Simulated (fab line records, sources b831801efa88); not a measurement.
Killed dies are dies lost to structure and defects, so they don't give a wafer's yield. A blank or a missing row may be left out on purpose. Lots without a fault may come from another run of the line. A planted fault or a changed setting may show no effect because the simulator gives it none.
fab line records | flow sky130
record lots=5 wafers=15 last_day=50
route steps=708 shown METAL1@446 VIA1@458 PAD_OPEN@708
lots that met no fault: from a run of the same line without faults
start_h: hours from the record's first day to the start of the lot's first wafer shown | wait_h: hours since the lot's step before | " the same as in the row above | L1.1+2: a row that stands for several wafers | - no value, or no start given | * or withheld: withheld | < > ~ a bound
route shown NAME@n: a module of which the file shows steps, and the number in the route of the first | usual: mean/standard deviation of fault-free wafers | same: alike in all rows | chamber/n: place in a boat | sites: the reading at each site | _std_site: their standard deviation | _edge_site: outer sites' mean less inner sites' | radius_mm: how far each site lies from the wafer's centre | mask NAME#n: copy n | behind: the tool/chamber that last shaped the wafer | hold: why the lot was held/for how many hours/how that ended | device: the transistor (n, p or np) that didn't switch | end of line: the same wafers' tests at the end of the route | a step without rows: its recipe alone | killed: dies lost to structure and defects at the first sort, not the wafer's yield | map: a wafer's dies, x killed, . not, _ none there
set.NAME: the setting as run; set.NAME@STEP: as run at that earlier step | model.NAME: the simulator's own value behind a step, which no gauge read
lots at some steps of the route; a table a step, a row a wafer
services: from which hour (start_h, from the record's first day; less than 0 if before it) a tool's chamber was out of use, for how many hours, and why
## steps
# step SKY_METAL1_EXPOSE_12
# recipe mask_id=MM1 na=0.8 source_shape=annular sigma_inner=0.55 sigma_outer=0.85 target_cd_nm=140 dose_mj=28
# step SKY_METAL1_PEB_13
# recipe peb_temp_c=withheld peb_time_s=withheld resist=KrF-thick
# step SKY_METAL1_DEVELOP_14
# recipe develop_time_s=60 resist=KrF-thick dev_temp_c=21
# step SKY_METAL1_DESCUM_17
# recipe chemistry=O2 source_power_w=150 bias_power_w=0 pressure_mtorr=10 temp_c=40 time_s=8
# step SKY_METAL1_ETCH_18
# recipe chemistry=N2/H2 target=BARC ion_energy_ev=200 bias_w=100 pressure_mtorr=30 n2_flow_sccm=100 h2_flow_sccm=200 icp_w=500 stop_on=SiO2 time_s=45.9 target_depth_a=600
# step SKY_METAL1_METAL_ETCH_19
# recipe target_depth_a=3600 stop_on=SiO2 over_etch_frac=0.3 time_s=78 chemistry=Cl2/BCl3 resist_sidewall_deg=88 pressure_mtorr=10 icp_w=900 bias_w=48.5 Cl2_flow_sccm=60 bcl3_flow_sccm=30
# step SKY_METAL1_STRIP_20
# recipe chemistry=O2/N2 power_w=1400 pressure_mtorr=1500 platen_temp_c=withheld o2_flow_sccm=3000 n2_flow_sccm=300 overash_fraction=0.5
# step SKY_METAL1_STRIP_21
# recipe chemistry=post_etch_residue_remover time_s=1200 temp_c=72.5
# step SKY_METAL1_CLEAN_22
# recipe chemistry=IPA time_s=180 temp_c=25
# step SKY_METAL1_CLEAN_23
# recipe chemistry=O3/DIW dry=n2_spin
# step SKY_VIA1_HDPCVD_00
# recipe material=SiO2 target_thk_nm=1030 sigma_open_frac=0.3 time_s=171.7 temp_c=400 sih4_flow_sccm=60 pressure_mtorr=6
# usual pressure_mtorr=6.000/0.013 run_length_s=199.6/0.45 sih4_flow_sccm=60.00/0.17
# columns lot.wafer tool chamber start_h wait_h pressure_mtorr run_length_s sih4_flow_sccm
L301.1 hdpcvd-02 2 775.11 0.0 6.023 199.0 60.17
L301.5 " 0 " " 6.019 199.1 60.28
L301.6 " 2 " " 6.005 199.8 59.95
L309.2 hdpcvd-01 2 835.22 0.0 5.990 200.1 60.11
L309.3 " 1 " " 5.992 199.4 59.65
L309.5 " 1 " " 5.994 199.2 59.90
L319.1 hdpcvd-02 0 909.20 0.0 - - -
L319.4 " 0 " " - - -
L319.6 " 1 " " - - -
L320.1 hdpcvd-02 0 917.65 0.0 - - -
L320.2 " 2 " " - - -
L320.4 " 2 " " - - -
L321.3 hdpcvd-02 1 925.30 0.0 - - -
L321.4 " 1 " " - - -
L321.5 " 0 " " - - -
# step SKY_VIA1_CMP_02
# recipe material=SiO2 down_force_psi=4 platen_rpm=60 pad_velocity_m_s=0.94248
# step SKY_VIA1_DEHYDRATE_04
# recipe temp_c=200 time_s=60
# step SKY_VIA1_HMDS_05
# recipe prime_time_s=60 prime_temp_c=120
# step SKY_VIA1_COAT_06
# recipe resist=BARC temp_c=withheld time_s=withheld spin_rpm=3000 resist_thk_nm=60
# step SKY_VIA1_COAT_07
# recipe resist=KrF-thick spin_rpm=3000 resist_thk_nm=450
# step SKY_VIA1_SOFTBAKE_08
# recipe temp_c=100 time_s=90 resist=KrF-thick
# step SKY_VIA1_EXPOSE_09
# recipe mask_id=VIM na=0.8 source_shape=annular sigma_inner=0.55 sigma_outer=0.85 target_cd_nm=150 dose_mj=38
# step SKY_VIA1_PEB_10
# recipe peb_temp_c=withheld peb_time_s=withheld resist=KrF-thick
# step SKY_VIA1_DEVELOP_11
# recipe develop_time_s=60 resist=KrF-thick dev_temp_c=21
# step SKY_VIA1_ETCH_14
# recipe chemistry=N2/H2 target=BARC ion_energy_ev=200 source_w=500 bias_w=100 pressure_mtorr=30 n2_flow_sccm=100 h2_flow_sccm=200 stop_on=SiO2 time_s=45.9 target_depth_a=600
# step SKY_VIA1_ETCH_15
# recipe target=SiO2 chemistry=C4F8/O2/Ar target_depth_nm=351 stop_on=TiN mask_material=KrF-thick source_w=1500 bias_w=1200 pressure_mtorr=40 c4f8_flow_sccm=withheld O2_flow_sccm=6 Ar_flow_sccm=300 time_s=54
# usual oes_product_au=0.979/0.0071
# columns lot.wafer tool chamber start_h wait_h oes_product_au rf_hours_counter_h model.etch.depth_nm
L301.1 rie_diel-02 3 802.06 0.0 0.967 4 346.6
L301.5 " 0 " " 0.989 - 345.7
L301.6 " 1 " " 0.984 - 344.2
L309.2 rie_diel-04 0 861.43 0.0 0.994 28 345
L309.3 " 2 " " 0.979 21 342.8
L309.5 " 0 " " 0.982 - 344.6
L319.1 rie_diel-04 3 934.72 0.0 0.364 12 0
L319.4 " 2 " " 0.376 23 0
L319.6 " 1 " " 0.368 - 0
L320.1 rie_diel-01 2 943.32 0.0 0.372 16 0
L320.2 " 1 " " 0.374 17 0
L320.4 " 3 " " 0.371 18 0
L321.3 rie_diel-01 2 950.12 0.0 0.367 16 0
L321.4 " 0 " " 0.368 - 0
L321.5 " 1 " " 0.376 - 0
# step SKY_VIA1_STRIP_16
# recipe chemistry=O2/N2 power_w=1400 pressure_mtorr=1500 platen_temp_c=withheld o2_flow_sccm=3000 n2_flow_sccm=300 overash_fraction=0.5
# step SKY_PAD_OPEN_PROBE_99
# usual defect_limited_yield=82.9/2.2 killed_at_M0_to_M3=42/7 killed_at_M4_up=2.8/1.8 killed_at_contacts=24/5.8 killed_at_front_end=15/4.8 killed_at_other=0.3/0.56 killed_dies=84/11 killed_on_rim=17/4.2 killed_open=46/7.8 killed_short=38/6.3 sort_bin_3_pad_short=0.8/0.43 sort_bin_5_function=10.2/1.6 sort_bin_6_memory=6.0/1.1 sort_n_pass=408/11 sort_yield_pct=82.9/2.2
# same gross_dies=492 killed_at_back_side=0 sort_bin_4_leakage[%]=0 sort_bin_8_speed[%]=0
# columns lot.wafer tool chamber start_h wait_h defect_limited_yield[%] killed_at_M0_to_M3 killed_at_M4_up killed_at_contacts killed_at_front_end killed_at_other killed_dies killed_on_rim killed_open killed_short sort_bin_3_pad_short[%] sort_bin_5_function[%] sort_bin_6_memory[%] sort_n_pass sort_yield_pct[%]
L319.1 prober-02 - 1182.35 0.1 0 488 0 2 2 0 492 96 4 4 27.4 69.3 3.3 0 0
L319.4 prober-02 - 1182.50 0.2 0 484 0 3 5 0 492 96 5 6 22.0 74.8 3.3 0 0
L319.6 prober-02 - 1182.60 0.2 0 479 0 6 7 0 492 96 10 11 21.3 75.8 2.8 0 0
L320.1 prober-01 - 1187.21 0.1 0 490 0 1 1 0 492 96 6 5 20.9 76.0 3.0 0 0
L320.2 prober-01 - 1187.26 0.1 0 486 0 3 3 0 492 96 5 6 26.2 72.0 1.8 0 0
L320.4 prober-01 - 1187.36 0.2 0 483 0 6 3 0 492 96 10 7 28.5 69.1 2.4 0 0
L321.3 prober-02 - 1192.26 0.2 0 486 0 3 3 0 492 96 9 8 24.8 72.2 3.0 0 0
L321.4 prober-02 - 1192.31 0.2 0 482 0 5 4 1 492 96 10 12 23.8 73.4 2.8 0 0
L321.5 prober-02 - 1192.36 0.2 0 487 0 5 0 0 492 96 7 8 25.4 72.2 2.4 0 0
# killed by level:class
L319.1 VIA1:lost_pattern=483 POLY_GATE:geometric_particle:short=1 POLY_GATE:geometric_particle:open=1 LI_CONTACT:geometric_particle:short=1 METAL2:geometric_particle:short=1 CONTACT:geometric_particle:short=1 METAL1:geometric_particle:open=1 VIA1:geometric_particle:open=1
L319.4 VIA1:lost_pattern=479 FIELD_ISO:geometric_particle:short=2 LI_CONTACT:geometric_particle:open=2 VIA1:area_hdpcvd=2 POLY_GATE:geometric_particle:short=1 POLY_GATE:geometric_particle:open=1 POLY_CUT:geometric_particle:short=1 LOCAL_INTERCONNECT:geometric_particle:open=1
L319.6 VIA1:lost_pattern=469 CONTACT:geometric_particle:short=3 FIELD_ISO:geometric_particle:short=2 FIELD_ISO:geometric_particle:open=2 VIA2:geometric_particle:open=2 VIA3:geometric_particle:short=2 VIA1:area_hdpcvd=2 LI_CONTACT:geometric_particle:open=1
L320.1 VIA1:lost_pattern=478 VIA1:area_hdpcvd=3 VIA1:geometric_particle:open=2 VIA1:geometric_particle:short=2 VIA2:geometric_particle:open=2 POLY_GATE:geometric_particle:open=1 LOCAL_INTERCONNECT:geometric_particle:short=1 VIA2:geometric_particle:short=1
L320.2 VIA1:lost_pattern=480 FIELD_ISO:geometric_particle:short=1 POLY_GATE:geometric_particle:open=1 POLY_CUT:geometric_particle:short=1 LI_CONTACT:geometric_particle:open=1 VIA2:geometric_particle:short=1 CONTACT:geometric_particle:short=1 CONTACT:geometric_particle:open=1
L320.4 VIA1:lost_pattern=474 POLY_GATE:geometric_particle:short=2 LI_CONTACT:geometric_particle:open=2 CONTACT:geometric_particle:open=2 VIA2:geometric_particle:open=2 VIA3:geometric_particle:open=2 FIELD_ISO:geometric_particle:short=1 LOCAL_INTERCONNECT:geometric_particle:short=1
L321.3 VIA1:lost_pattern=473 VIA2:geometric_particle:open=4 METAL2:geometric_particle:short=3 CONTACT:geometric_particle:open=2 VIA3:geometric_particle:short=2 VIA1:area_hdpcvd=2 FIELD_ISO:geometric_particle:short=1 POLY_GATE:geometric_particle:short=1
L321.4 VIA1:lost_pattern=467 CONTACT:geometric_particle:open=3 METAL1:geometric_particle:short=3 VIA1:area_hdpcvd=3 FIELD_ISO:geometric_particle:short=2 VIA1:geometric_particle:open=2 SPACER:geometric_particle:short=1 SPACER:geometric_particle:open=1
L321.5 VIA1:lost_pattern=473 VIA1:area_hdpcvd=4 VIA2:geometric_particle:open=3 CONTACT:geometric_particle:short=2 CONTACT:geometric_particle:open=2 VIA1:geometric_particle:open=2 METAL2:geometric_particle:short=2 VIA3:geometric_particle:short=2
# map L319.1 (x killed, . not)
__________xxxxxxxxxx_________
________xxxxxxxxxxxxxx_______
______xxxxxxxxxxxxxxxxxx_____
_____xxxxxxxxxxxxxxxxxxxx____
____xxxxxxxxxxxxxxxxxxxxxx___
___xxxxxxxxxxxxxxxxxxxxxxxx__
__xxxxxxxxxxxxxxxxxxxxxxxxxx_
_xxxxxxxxxxxxxxxxxxxxxxxxxxxx
_xxxxxxxxxxxxxxxxxxxxxxxxxxxx
_xxxxxxxxxxxxxxxxxxxxxxxxxxxx
_xxxxxxxxxxxxxxxxxxxxxxxxxxxx
_xxxxxxxxxxxxxxxxxxxxxxxxxxxx
_xxxxxxxxxxxxxxxxxxxxxxxxxxxx
_xxxxxxxxxxxxxxxxxxxxxxxxxxxx
_xxxxxxxxxxxxxxxxxxxxxxxxxxxx
__xxxxxxxxxxxxxxxxxxxxxxxxxx_
___xxxxxxxxxxxxxxxxxxxxxxxx__
____xxxxxxxxxxxxxxxxxxxxxx___
_____xxxxxxxxxxxxxxxxxxxx____
______xxxxxxxxxxxxxxxxxx_____
________xxxxxxxxxxxxxx_______
__________xxxxxxxxxx_________
# map L320.1 (x killed, . not)
__________xxxxxxxxxx_________
________xxxxxxxxxxxxxx_______
______xxxxxxxxxxxxxxxxxx_____
_____xxxxxxxxxxxxxxxxxxxx____
____xxxxxxxxxxxxxxxxxxxxxx___
___xxxxxxxxxxxxxxxxxxxxxxxx__
__xxxxxxxxxxxxxxxxxxxxxxxxxx_
_xxxxxxxxxxxxxxxxxxxxxxxxxxxx
_xxxxxxxxxxxxxxxxxxxxxxxxxxxx
_xxxxxxxxxxxxxxxxxxxxxxxxxxxx
_xxxxxxxxxxxxxxxxxxxxxxxxxxxx
_xxxxxxxxxxxxxxxxxxxxxxxxxxxx
_xxxxxxxxxxxxxxxxxxxxxxxxxxxx
_xxxxxxxxxxxxxxxxxxxxxxxxxxxx
_xxxxxxxxxxxxxxxxxxxxxxxxxxxx
__xxxxxxxxxxxxxxxxxxxxxxxxxx_
___xxxxxxxxxxxxxxxxxxxxxxxx__
____xxxxxxxxxxxxxxxxxxxxxx___
_____xxxxxxxxxxxxxxxxxxxx____
______xxxxxxxxxxxxxxxxxx_____
________xxxxxxxxxxxxxx_______
__________xxxxxxxxxx_________
## services
# columns tool chamber start_h hours kind
rie_diel-01 - 759.41 0.7 repair
rie_diel-01 2 759.84 1.7 repair
rie_diel-01 1 767.06 5.5 repair
rie_diel-02 2 785.14 - clean
rie_diel-02 2 785.14 14.8 scheduled_down
rie_diel-02 2 785.14 14.8 vent_cycle
rie_diel-01 - 803.53 0.2 repair
rie_diel-02 3 806.26 4.5 repair
rie_diel-04 - 807.03 14.6 pm
rie_diel-04 0 835.25 19.0 repair
rie_diel-02 0 839.65 5.1 repair
rie_diel-04 0 864.52 - clean
rie_diel-04 0 864.52 20.0 scheduled_down
rie_diel-04 0 864.52 20.0 vent_cycle
hdpcvd-01 - 898.22 0.7 repair
rie_diel-01 2 899.05 6.9 repair
rie_diel-01 1 906.12 6.2 repair
rie_diel-02 2 930.38 1.9 repair
hdpcvd-02 - 936.17 1.1 repair
rie_diel-01 3 948.25 13.8 repair
## key
first_sign step=SKY_VIA1_HDPCVD_00 reading=tool_record direction=missing
effect step=SKY_VIA1_ETCH_15 reading=oes_product_au direction=down sigmas=86 usual=0.979 struck=0.371
effect step=SKY_PAD_OPEN_PROBE_99 reading=killed_at_M0_to_M3 direction=up sigmas=64 usual=42 struck=485
model_effect step=SKY_VIA1_ETCH_15 value=etch.depth_nm without=344 struck=0
met_at SKY_VIA1_HDPCVD_00
struck_wafers L319.1,L319.4,L319.6,L320.1,L320.2,L320.4,L321.3,L321.4,L321.5
later_rows_left_out L319.1,L319.4,L319.6,L320.1,L320.2,L320.4,L321.3,L321.4,L321.5
onset_between 775.11 909.20
fault kind=skipped_step_whole tool=hdpcvd-02 chamber=- onset_h=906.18 steps=SKY_VIA1_HDPCVD_00 scope=struck_lots_only
# later_rows_left_out: the simulator's readings of these wafers behind a module that went badly wrong aren't trusted and aren't shown, but for the sort
